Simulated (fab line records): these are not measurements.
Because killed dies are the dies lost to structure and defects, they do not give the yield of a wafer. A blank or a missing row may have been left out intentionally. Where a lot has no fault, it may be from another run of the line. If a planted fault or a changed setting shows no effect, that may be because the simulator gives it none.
fab line records	flow sky130
record: lots: 6	wafers: 18	last-day: 50
route steps=708 shown METAL3@568 VIA3@573 PAD_OPEN@708
lots that met no fault: from a run of the same line without faults
start-h: hours from the record's first day to the start of the lot's first wafer shown	wait-h: hours from the lot's prior step to this one	" as in the row above	L1.1+2: one row covering several wafers at once	- value missing, or start not given	* or withheld: withheld	< > ~ a bound
route shown NAME@n: a module of which the file shows steps, and the number in the route of the first	usual: mean/standard deviation of fault-free wafers	same: alike in all rows	chamber/n: place in a boat	sites: readings site by site	_std_site: standard deviation of those values	_edge_site: mean of outer sites minus mean of inner sites	radius-mm: for every site, how far away it sits from the centre of the wafer	mask NAME#n: copy n	behind: tool/chamber where the wafer was last shaped	hold: the reason the lot was held/the length of the hold in hours/how it ended	device: the transistor (n, p or np) that didn't switch	end of line: tests run on the same wafers once the route is complete	step lacking rows: just its recipe	killed: not the wafer's yield, but the dies lost to structure and defects at the first sort	map: per-die view of a wafer (x killed, . not killed, _ where there is no die)
set.NAME: the run value of the setting; set.NAME@STEP: its run value at that earlier step	model.NAME: the simulator's own value behind a step, which no gauge read
lots at selected steps of the route; one table per step, one row per wafer
services: the hour from which a tool's chamber was out of use, counted from the record's first day as start-h (under 0 if before that day), plus the number of hours and why
== steps ==
step: SKY_METAL3_METAL_ETCH_18
recipe: target-depth-a: 8450	stop-on: SiO2	over-etch-frac: 0.3	time-s: 183.1	chemistry: Cl2/BCl3	resist-sidewall-deg: 88	pressure-mtorr: 10	icp-w: 900	bias-w: 48.5	Cl2_flow_sccm: 60	bcl3-flow-sccm: 30
usual: drypump-motor-current-A: 5.48/0.25	oes-product-au: 0.880/0.0057	throttle-valve-pct: 22.263/0.0089
lot.wafer	tool	chamber	start-h	wait-h	drypump-motor-current-A	oes-product-au	rf-hours-counter-h	throttle-valve-pct
L972.3	rie-metal-02	0	920.64	0.1	5.72	0.870	-	22.248
L972.4	"	1	"	"	4.97	0.885	-	22.257
L972.5	"	0	"	"	5.73	0.876	-	22.259
L981.1	rie-metal-03	0	989.06	0.0	5.64	0.886	19	22.272
L981.4	"	0	"	"	5.63	0.886	-	22.260
L981.6	"	0	"	"	5.65	0.886	-	22.252
L982.1	rie-metal-03	0	994.86	0.0	5.61	0.881	20	22.264
L982.5	"	1	"	"	5.69	0.888	-	22.259
L982.6	"	0	"	"	5.61	0.880	-	22.274
L985.2	rie-metal-03	1	1002.31	0.0	5.66	0.881	11	22.252
L985.3	"	0	"	"	5.61	0.890	-	22.277
L985.6	"	0	"	"	5.63	0.886	-	22.269
L987.1	rie-metal-03	1	1011.22	0.0	5.66	0.870	12	22.269
L987.2	"	0	"	"	5.64	0.880	21	22.280
L987.6	"	0	"	"	5.63	0.888	-	22.255
L992.1	rie-metal-03	0	1047.29	0.0	5.61	0.877	23	22.262
L992.4	"	0	"	"	5.63	0.871	-	22.251
L992.6	"	1	"	"	5.62	0.880	-	22.249
step: SKY_METAL3_STRIP_19
recipe: chemistry: O2/N2	power-w: 1400	pressure-mtorr: 1500	platen-temp-c: withheld	o2-flow-sccm: 3000	n2-flow-sccm: 300	overash-fraction: 0.5
usual: drypump-motor-current-A: 5.8/0.36	oes-product-au: 0.501/0.0054	strip-time-to-endpoint-s: 6.50/0.084
lot.wafer	tool	chamber	start-h	wait-h	drypump-motor-current-A	oes-product-au	rf-hours-counter-h	strip-time-to-endpoint-s
L972.3	plasma-asher-04	0	920.80	0.1	6.1	0.506	-	6.63
L972.4	"	1	"	"	5.3	0.497	-	6.46
L972.5	"	1	"	"	5.3	0.500	-	6.55
L981.1	plasma-asher-02	1	989.24	0.1	5.6	0.503	55	6.43
L981.4	"	1	"	"	5.6	0.500	-	6.37
L981.6	"	0	"	"	5.6	0.499	-	6.35
L982.1	plasma-asher-03	0	995.04	0.1	6.5	0.490	118	6.35
L982.5	"	1	"	"	6.1	0.507	-	6.51
L982.6	"	0	"	"	6.5	0.492	-	6.33
L985.2	plasma-asher-02	1	1002.49	0.1	5.5	0.500	56	6.60
L985.3	"	0	"	"	5.6	0.495	-	6.43
L985.6	"	1	"	"	5.6	0.500	-	6.41
L987.1	plasma-asher-02	1	1011.39	0.1	5.6	0.498	57	6.57
L987.2	"	0	"	"	5.6	0.507	57	6.40
L987.6	"	0	"	"	5.6	0.500	-	6.41
L992.1	plasma-asher-04	0	1047.46	0.1	6.1	0.498	31	6.38
L992.4	"	0	"	"	6.1	0.497	-	6.35
L992.6	"	1	"	"	5.3	0.504	-	6.52
step: SKY_METAL3_STRIP_20
recipe: chemistry: post-etch-residue-remover	time-s: 1200	temp-c: 72.5
step: SKY_METAL3_CLEAN_21
recipe: chemistry: IPA	time-s: 180	temp-c: 25
step: SKY_METAL3_CLEAN_22
recipe: chemistry: O3/DIW	dry: n2-spin
step: SKY_VIA3_HDPCVD_00
recipe: material: SiO2	target-thk-nm: 1635	sigma-open-frac: 0.3	time-s: 272.5	temp-c: 400	sih4-flow-sccm: 60	pressure-mtorr: 6
step: SKY_VIA3_THK_MEAS_01
recipe: reads: SiO2_of_VIA3_HDPCVD_00
usual: VIA3_HDPCVD_THK: 1631/17
lot.wafer	tool	chamber	start-h	wait-h	VIA3_HDPCVD_THK[nm]
L972.3	film-metro-01	-	921.66	0.1	1619
L972.4	"	-	"	"	1647
L972.5	"	-	"	"	1622
L981.1	film-metro-04	-	990.00	0.1	1606
L981.4	"	-	"	"	1615
L981.6	"	-	"	"	1625
L982.1	film-metro-03	-	995.80	0.1	1635
L982.5	"	-	"	"	1648
L982.6	"	-	"	"	1636
L985.2	film-metro-03	-	1003.26	0.1	1651
L985.3	"	-	"	"	1631
L985.6	"	-	"	"	1635
L987.1	film-metro-03	-	1012.15	0.1	1592
L987.2	"	-	"	"	1634
L987.6	"	-	"	"	1606
L992.1	film-metro-03	-	1048.22	0.1	1636
L992.4	"	-	"	"	1621
L992.6	"	-	"	"	1635
step: SKY_VIA3_CMP_02
recipe: material: SiO2	down-force-psi: 4	platen-rpm: 60	pad-velocity-m-s: 0.94248
usual: motor-current-A: 11.9/0.99	slurry-filter-dp-kPa: 13.50/0.14
lot.wafer	tool	chamber	start-h	wait-h	motor-current-A	slurry-filter-dp-kPa
L972.3	cmp-01	0	921.80	0.1	11.1	13.58
L972.4	"	1	"	"	12.4	13.44
L972.5	"	2	"	"	10.9	13.59
L981.1	cmp-01	1	990.06	0.1	12.6	13.25
L981.4	"	2	"	"	10.6	13.11
L981.6	"	2	"	"	10.4	13.42
L982.1	cmp-01	2	996.01	0.2	10.2	13.62
L982.6	"	3	"	"	13.5	13.45
L982.5	"	0	"	"	10.9	13.58
L985.2	cmp-01	0	1003.31	0.0	11.0	13.43
L985.3	"	2	"	"	11.0	13.34
L985.6	"	1	"	"	12.5	13.66
L987.1	cmp-02	2	1012.25	0.1	12.6	13.48
L987.2	"	1	"	"	11.7	13.32
L987.6	"	2	"	"	12.2	13.52
L992.4	cmp-02	2	1048.28	0.0	12.4	13.57
L992.1	"	1	"	"	13.1	13.67
L992.6	"	3	"	"	12.7	13.40
step: SKY_VIA3_BOW_MEAS_03
recipe: mode: bow
usual: VIA3_BOW: 79/8.6
lot.wafer	tool	chamber	start-h	wait-h	VIA3_BOW[um]
L972.3	film-metro-03	-	922.04	0.2	75
L972.4	"	-	"	"	84
L972.5	"	-	"	"	90
L981.1	film-metro-01	-	990.36	0.2	78
L981.4	"	-	"	"	75
L981.6	"	-	"	"	65
L982.1	film-metro-01	-	996.16	0.1	79
L982.5	"	-	"	"	75
L982.6	"	-	"	"	76
L985.2	film-metro-01	-	1003.63	0.3	76
L985.3	"	-	"	"	73
L985.6	"	-	"	"	87
L987.1	film-metro-03	-	1012.55	0.2	87
L987.2	"	-	"	"	85
L987.6	"	-	"	"	101
L992.1	film-metro-04	-	1048.58	0.1	84
L992.4	"	-	"	"	81
L992.6	"	-	"	"	66
step: SKY_VIA3_DEHYDRATE_04
recipe: temp-c: 200	time-s: 60
step: SKY_VIA3_HMDS_05
recipe: prime-time-s: 60	prime-temp-c: 120
step: SKY_VIA3_COAT_06
recipe: resist: BARC	temp-c: withheld	time-s: withheld	spin-rpm: 3000	resist-thk-nm: 60
step: SKY_VIA3_COAT_07
recipe: resist: KrF-thick	spin-rpm: 3000	resist-thk-nm: 450
usual: chill-plate-temp-C: 23.02/0.097	spin-speed-rpm: 2999.8/2.2
lot.wafer	tool	chamber	start-h	wait-h	chill-plate-temp-C	spin-speed-rpm	model.KrF-thick_of_VIA3_COAT_07.thk-nm
L972.3	litho-track-03	0	934	-	22.95	3000.4	450.6
L972.4	"	0	"	"	22.99	2998.0	449.6
L972.5	"	0	"	"	23.06	2998.0	451.2
L981.1	litho-track-04	0	1002	-	23.13	2996.6	450.4
L981.4	"	0	"	"	23.20	2997.5	451.7
L981.6	"	0	"	"	23.07	2999.1	451.1
L982.1	litho-track-04	0	1008	-	22.96	2996.0	448.4
L982.5	"	0	"	"	23.15	2997.1	450.1
L982.6	"	0	"	"	22.92	2996.0	448.6
L985.2	litho-track-04	0	1015	-	23.02	3368.8	423.9
L985.3	"	0	"	"	22.88	3365.4	424.7
L985.6	"	0	"	"	22.82	3367.0	424.2
L987.1	litho-track-04	0	1023	-	23.07	3369.3	423.7
L987.2	"	0	"	"	23.20	3371.9	424.5
L987.6	"	0	"	"	23.18	3370.0	425.1
L992.1	litho-track-02	0	1059	-	22.91	2998.6	451.5
L992.4	"	0	"	"	23.17	2999.8	450.7
L992.6	"	0	"	"	23.14	2997.4	450.9
step: SKY_VIA3_SOFTBAKE_08
recipe: temp-c: 100	time-s: 92.15	resist: KrF-thick
usual: chill-plate-temp-C: 23.01/0.1	plate-sensor-t-centre-C: 100.88/0.0084	plate-sensor-t-edge-C: 100.95/0.0099
lot.wafer	tool	chamber	start-h	wait-h	chill-plate-temp-C	plate-sensor-t-centre-C	plate-sensor-t-edge-C
L972.3	litho-track-03	0	-	-	22.89	100.88	100.96
L972.4	"	0	"	"	22.98	100.87	100.96
L972.5	"	0	"	"	22.97	100.87	100.96
L981.1	litho-track-04	0	-	-	22.81	100.87	100.94
L981.4	"	0	"	"	22.96	100.87	100.95
L981.6	"	0	"	"	22.85	100.89	100.95
L982.1	litho-track-04	0	-	-	22.99	100.89	100.96
L982.5	"	0	"	"	23.02	100.88	100.97
L982.6	"	0	"	"	22.96	100.87	100.95
L985.2	litho-track-04	0	-	-	23.04	100.88	100.95
L985.3	"	0	"	"	22.94	100.88	100.93
L985.6	"	0	"	"	22.92	100.88	100.96
L987.1	litho-track-04	0	-	-	22.77	100.88	100.95
L987.2	"	0	"	"	23.03	100.87	100.94
L987.6	"	0	"	"	22.93	100.88	100.94
L992.1	litho-track-02	0	-	-	23.08	100.89	100.94
L992.4	"	0	"	"	23.23	100.89	100.96
L992.6	"	0	"	"	23.24	100.88	100.95
step: SKY_VIA3_EXPOSE_09
recipe: mask-id: VIM3	na: 0.8	source-shape: annular	sigma-inner: 0.55	sigma-outer: 0.85	target-cd-nm: 200	dose-mj: 38
step: SKY_VIA3_PEB_10
recipe: peb-temp-c: withheld	peb-time-s: withheld	resist: KrF-thick
step: SKY_VIA3_DEVELOP_11
recipe: develop-time-s: 60	resist: KrF-thick	dev-temp-c: 21
step: SKY_VIA3_CD_MEAS_12
recipe: target-cd-nm: 200
usual: cd-nm: 200.0/1.4
lot.wafer	tool	chamber	start-h	wait-h	cd-nm
L972.3	cd-sem-01	-	945.91	-	198.8
L972.4	"	-	"	"	200.5
L972.5	"	-	"	"	200.9
L981.1	cd-sem-02	-	1014.11	-	198.7
L981.4	"	-	"	"	198.6
L981.6	"	-	"	"	199.6
L982.1	cd-sem-01	-	1019.26	-	200.2
L982.5	"	-	"	"	200.2
L982.6	"	-	"	"	201.0
L985.2	cd-sem-02	-	1025.79	-	202.1
L985.3	"	-	"	"	202.6
L985.6	"	-	"	"	202.9
L987.1	cd-sem-02	-	1035.26	-	201.6
L987.2	"	-	"	"	200.6
L987.6	"	-	"	"	199.5
L992.1	cd-sem-01	-	1070.11	-	201.0
L992.4	"	-	"	"	201.7
L992.6	"	-	"	"	201.6
step: SKY_VIA3_OVL_MEAS_13
usual: VIA3_OVL: -3/5.4
lot.wafer	tool	chamber	start-h	wait-h	VIA3_OVL[nm]
L972.3	overlay-01	-	946.01	0.1	-7
L972.4	"	-	"	"	-19
L972.5	"	-	"	"	0
L981.1	overlay-01	-	1014.23	0.1	-8
L981.4	"	-	"	"	0
L981.6	"	-	"	"	3
L982.1	overlay-02	-	1019.38	0.1	-4
L982.5	"	-	"	"	-4
L982.6	"	-	"	"	2
L985.2	overlay-02	-	1025.90	0.1	-4
L985.3	"	-	"	"	-4
L985.6	"	-	"	"	-12
L987.1	overlay-01	-	1035.38	0.1	-4
L987.2	"	-	"	"	-5
L987.6	"	-	"	"	-3
L992.1	overlay-01	-	1070.23	0.1	5
L992.4	"	-	"	"	1
L992.6	"	-	"	"	5
step: SKY_VIA3_ETCH_14
recipe: chemistry: N2/H2	target: BARC	ion-energy-ev: 200	source-w: 500	bias-w: 100	pressure-mtorr: 30	n2-flow-sccm: 100	h2-flow-sccm: 200	stop-on: SiO2	time-s: 45.9	target-depth-a: 600
usual: drypump-motor-current-A: 5.7/0.46	oes-product-au: 0.855/0.005	throttle-valve-pct: 13.226/0.0081
lot.wafer	tool	chamber	start-h	wait-h	drypump-motor-current-A	oes-product-au	rf-hours-counter-h	throttle-valve-pct
L972.3	rie-diel-02	1	946.03	0.0	5.7	0.856	16	13.223
L972.4	"	3	"	"	6.6	0.850	-	13.223
L972.5	"	0	"	"	5.4	0.859	-	13.233
L981.1	rie-diel-03	2	1014.27	0.0	5.9	0.865	12	13.229
L981.4	"	3	"	"	5.7	0.847	13	13.219
L981.6	"	3	"	"	5.7	0.850	-	13.222
L982.1	rie-diel-02	2	1019.42	0.0	5.8	0.857	15	13.245
L982.5	"	0	"	"	5.3	0.852	-	13.222
L982.6	"	1	"	"	5.7	0.865	-	13.227
L985.2	rie-diel-02	3	1025.93	0.0	6.6	0.853	5	13.222
L985.3	"	1	"	"	5.7	0.857	19	13.215
L985.6	"	0	"	"	5.3	0.856	-	13.225
L987.1	rie-diel-01	0	1035.42	0.0	5.4	0.851	13	13.224
L987.2	"	3	"	"	5.6	0.856	24	13.225
L987.6	"	1	"	"	6.3	0.849	-	13.236
L992.1	rie-diel-02	0	1070.27	0.0	5.3	0.848	17	13.221
L992.4	"	1	"	"	5.8	0.852	20	13.229
L992.6	"	3	"	"	6.6	0.859	-	13.224
step: SKY_VIA3_ETCH_15
recipe: target: SiO2	chemistry: C4F8/O2/Ar	target-depth-nm: 507	stop-on: TiN	mask-material: KrF-thick	source-w: 1500	bias-w: 1200	pressure-mtorr: 40	c4f8-flow-sccm: withheld	O2_flow_sccm: 6	Ar_flow_sccm: 300	time-s: 78
usual: oes-product-au: 0.945/0.0048
lot.wafer	tool	chamber	start-h	wait-h	oes-product-au	model.KrF-thick_of_VIA3_COAT_07.thk-nm
L972.3	rie-diel-02	1	946.07	0.0	0.948	293.5
L972.4	"	3	"	"	0.938	292.5
L972.5	"	0	"	"	0.949	295.8
L981.1	rie-diel-03	2	1014.31	0.0	0.940	287.8
L981.4	"	3	"	"	0.950	291.3
L981.6	"	3	"	"	0.948	289.6
L982.1	rie-diel-02	2	1019.46	0.0	0.949	289
L982.5	"	0	"	"	0.942	295.2
L982.6	"	1	"	"	0.951	291.2
L985.2	rie-diel-02	3	1025.97	0.0	0.950	268.2
L985.3	"	1	"	"	0.946	268.1
L985.6	"	0	"	"	0.943	270.3
L987.1	rie-diel-01	0	1035.46	0.0	0.947	266.5
L987.2	"	3	"	"	0.953	268.3
L987.6	"	1	"	"	0.942	267.5
L992.1	rie-diel-02	0	1070.31	0.0	0.953	292.9
L992.4	"	1	"	"	0.941	291.5
L992.6	"	3	"	"	0.938	291.3
step: SKY_VIA3_STRIP_16
recipe: chemistry: O2/N2	power-w: 1400	pressure-mtorr: 1500	platen-temp-c: withheld	o2-flow-sccm: 3000	n2-flow-sccm: 300	overash-fraction: 0.5
usual: drypump-motor-current-A: 5.7/0.3	oes-product-au: 0.402/0.0047	strip-time-to-endpoint-s: 4.135/0.028
lot.wafer	tool	chamber	start-h	wait-h	drypump-motor-current-A	oes-product-au	rf-hours-counter-h	strip-time-to-endpoint-s
L972.3	plasma-asher-04	1	946.16	0.1	5.4	0.396	-	4.162
L972.4	"	0	"	"	6.1	0.400	-	4.151
L972.5	"	0	"	"	6.1	0.412	-	4.170
L981.1	plasma-asher-04	1	1014.37	0.0	5.3	0.403	28	4.101
L981.4	"	1	"	"	5.3	0.402	-	4.133
L981.6	"	1	"	"	5.3	0.399	-	4.106
L982.1	plasma-asher-02	1	1019.52	0.0	5.6	0.392	58	4.099
L982.5	"	0	"	"	5.6	0.407	-	4.168
L982.6	"	1	"	"	5.6	0.397	-	4.142
L985.2	plasma-asher-04	0	1026.03	0.0	6.1	0.395	29	3.883
L985.3	"	1	"	"	5.3	0.391	-	3.872
L985.6	"	1	"	"	5.3	0.397	-	3.920
L987.1	plasma-asher-02	0	1035.52	0.0	5.6	0.388	60	3.862
L987.2	"	1	"	"	5.6	0.398	60	3.910
L987.6	"	0	"	"	5.5	0.398	-	3.866
L992.1	plasma-asher-01	1	1070.37	0.0	6.2	0.406	92	4.163
L992.4	"	1	"	"	6.2	0.402	-	4.140
L992.6	"	1	"	"	6.2	0.403	-	4.129
step: SKY_VIA3_STRIP_17
recipe: chemistry: post-etch-residue-remover	time-s: 1200	temp-c: 72.5
step: SKY_PAD_OPEN_PROBE_99
usual: defect-limited-yield: 82.2/1.9	killed_at_M0_to_M3: 44/6.8	killed_at_M4_up: 3.1/1.8	killed-at-contacts: 25/5.2	killed-at-front-end: 15/4.1	killed-at-other: 0.3/0.62	killed-dies: 88/9.4	killed-open: 48/7.1	killed-short: 40/6.1	sort_bin_3_pad_short: 0.9/0.38	sort_bin_5_function: 10.5/1.5	sort_bin_6_memory: 6.5/1.2	sort_bin_8_speed: 0.5/0.95	sort-n-pass: 402/10	sort-yield-pct: 81.6/2
same: gross-dies: 492	killed-at-back-side: 0	sort_bin_4_leakage[%]: 0
lot.wafer	tool	chamber	start-h	wait-h	defect-limited-yield[%]	killed_at_M0_to_M3	killed_at_M4_up	killed-at-contacts	killed-at-front-end	killed-at-other	killed-dies	killed-open	killed-short	sort_bin_3_pad_short[%]	sort_bin_5_function[%]	sort_bin_6_memory[%]	sort_bin_8_speed[%]	sort-n-pass	sort-yield-pct[%]
L987.2	prober-02	-	1165.43	0.1	83.3	35	3	27	17	0	82	38	44	1.4	6.7	8.5	0	410	83.3
killed by level:class
L987.2 LI_CONTACT:geometric-particle:open=8 CONTACT:geometric-particle:open=8 VIA1:geometric-particle:open=8 METAL1:geometric-particle:short=7 LOCAL_INTERCONNECT:geometric-particle:short=6 POLY_GATE:geometric-particle:open=4 POLY_GATE:geometric-particle:short=4 METAL2:geometric-particle:short=4
== services ==
tool	chamber	start-h	hours	kind
rie-diel-03	1	896.82	5.1	repair
cmp-02	-	905.69	4.5	repair
rie-diel-03	-	906.31	2.8	pm
rie-diel-02	1	909.48	1.8	repair
plasma-asher-02	-	912.02	7.4	repair
cmp-02	-	912.99	1.0	repair
cmp-02	-	916.56	3.2	repair
cmp-01	-	918.87	0.9	repair
cmp-02	-	921.58	4.0	pm
rie-diel-02	2	943.11	6.7	repair
cmp-01	-	943.80	5.8	pm
rie-diel-01	-	963.33	0.1	repair
rie-diel-03	-	972.64	0.8	repair
rie-diel-01	-	981.07	14.6	pm
plasma-asher-02	-	986.55	1.3	repair
cmp-02	-	988.56	3.0	repair
plasma-asher-02	-	994.49	3.7	repair
cmp-02	-	994.70	4.9	pm
plasma-asher-02	-	994.86	1.7	repair
plasma-asher-01	-	1014.15	10.4	repair
rie-diel-02	-	1021.38	0.2	repair
cmp-02	-	1033.71	0.7	repair
rie-metal-03	0	1039.34	3.6	repair
rie-diel-03	-	1056.03	1.4	repair
== key ==
first-sign: step: SKY_VIA3_COAT_07	reading: spin-speed-rpm	direction: up	sigmas: 99+	usual: 2999.8	struck: 3368.8
effect: step: SKY_VIA3_STRIP_16	reading: strip-time-to-endpoint-s	direction: down	sigmas: 8.8	usual: *	struck: *
model-effect: step: SKY_VIA3_COAT_07	value: KrF-thick_of_VIA3_COAT_07.thk-nm	without: 449.8	struck: 424.4
model-effect: step: SKY_VIA3_ETCH_15	value: KrF-thick_of_VIA3_COAT_07.thk-nm	without: 293.6	struck: 268.2
met-at SKY_VIA3_COAT_07
struck-wafers L985.2,L985.3,L985.6,L987.1,L987.2,L987.6
onset-between 1008 1015
fault: kind: process-parameter-drift	tool: litho-track-04	chamber: -	onset-h: 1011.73	steps: SKY_VIA3_COAT_07	channel: spin-rpm	offset: 370.11	shape: step	end-h: 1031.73	acts-in: these-recipes-only	stated: 3000
